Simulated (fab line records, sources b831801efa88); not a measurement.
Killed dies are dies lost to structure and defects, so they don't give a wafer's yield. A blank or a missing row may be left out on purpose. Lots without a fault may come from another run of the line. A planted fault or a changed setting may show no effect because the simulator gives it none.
One fault seen from 2 desks | flow sky130 | each desk has only its own numbers; what lay behind them comes last

THE TOOL OWNER'S DESK: iline_stepper-01
The tool's own readings at SKY_SONOS_TUNNEL_EXPOSE_04 (exposes mask TUNM, target cd 410 nm): means of the sampled wafers that have a number, for each lot that ran on this tool. A lot is out of limits, marked OUT, if its mean lies more than 4 standard deviations from the usual mean; the brackets give that distance.
Columns: A = exposure_dose_mJ_cm2 at SKY_SONOS_TUNNEL_EXPOSE_04, usual 135.94
lot  | first seen here | A
L444 | day 11 11:10    | 136.07
L445 | day 11 15:26    | 135.96
L446 | day 11 23:04    | 133.77 (-17) OUT
L450 | day 13 14:03    | 134.23 (-13) OUT
L451 | day 13 16:13    | 134.28 (-13) OUT
This desk's finding: out of limits on L446, L450, L451; first on L446, day 11 23:04 (exposure_dose_mJ_cm2 at SKY_SONOS_TUNNEL_EXPOSE_04). In limits: L444, L445.

THE METROLOGY DESK
What the gauges read, lot by lot, whatever tool the lot ran on: means of the sampled wafers that have a number. A lot is out of limits, marked OUT, if its mean lies more than 4 standard deviations from the usual mean; the brackets give that distance.
Columns: A = VT_ADJUST_PCH_OVL at SKY_VT_ADJUST_PCH_OVL_MEAS_07, usual 1.8 nm; B = VT_ADJUST_PCH_TW at SKY_VT_ADJUST_PCH_TW_MEAS_10, usual 144.4
lot  | first seen here | A   | B
L442 | day 10 09:32    | 3.8 | 143.1
L443 | day 10 11:23    | 1.9 | 146.9
L444 | day 11 00:35    | 0.6 | 146.3
L445 | day 11 04:47    | 3.2 | 142.1
L446 | day 11 11:02    | 1.7 | 142.9
L447 | day 11 23:05    | 1.3 | 142.8
L450 | day 13 01:49    | 2.9 | 145.8
L451 | day 13 03:53    | 3.2 | 142.6
L453 | day 13 09:02    | 2.9 | 144.9
L454 | day 14 05:17    | 4.1 | 147.1
L456 | day 14 15:41    | 2.3 | 146.4
L458 | day 15 08:17    | 2.8 | 143.8
L460 | day 15 17:41    | 1.5 | 143.3
L462 | day 16 12:14    | 1.6 | 146.6
L463 | day 16 19:28    | 0.2 | 146.6
This desk's finding: nothing out of limits on any of the 15 lots.

PUT TOGETHER
The tool owner's desk could have raised an alarm at day 11 23:04, on L446, L450, L451.
The metrology desk saw nothing out of limits.
The metrology desk has L446, L450, L451 on record, within its limits.
Of the lots named, all ran SKY_SONOS_TUNNEL_EXPOSE_04 on iline_stepper-01.

WHAT THE SIMULATOR HAD PUT IN
Process parameter drift: iline_stepper-01, from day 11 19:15 on, at SKY_SONOS_TUNNEL_EXPOSE_04. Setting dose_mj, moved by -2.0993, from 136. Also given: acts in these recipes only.
Lots struck among those shown: L446, L450, L451.
Hours from the fault's start to each desk's first reading out of limits: the tool owner's desk, 4.
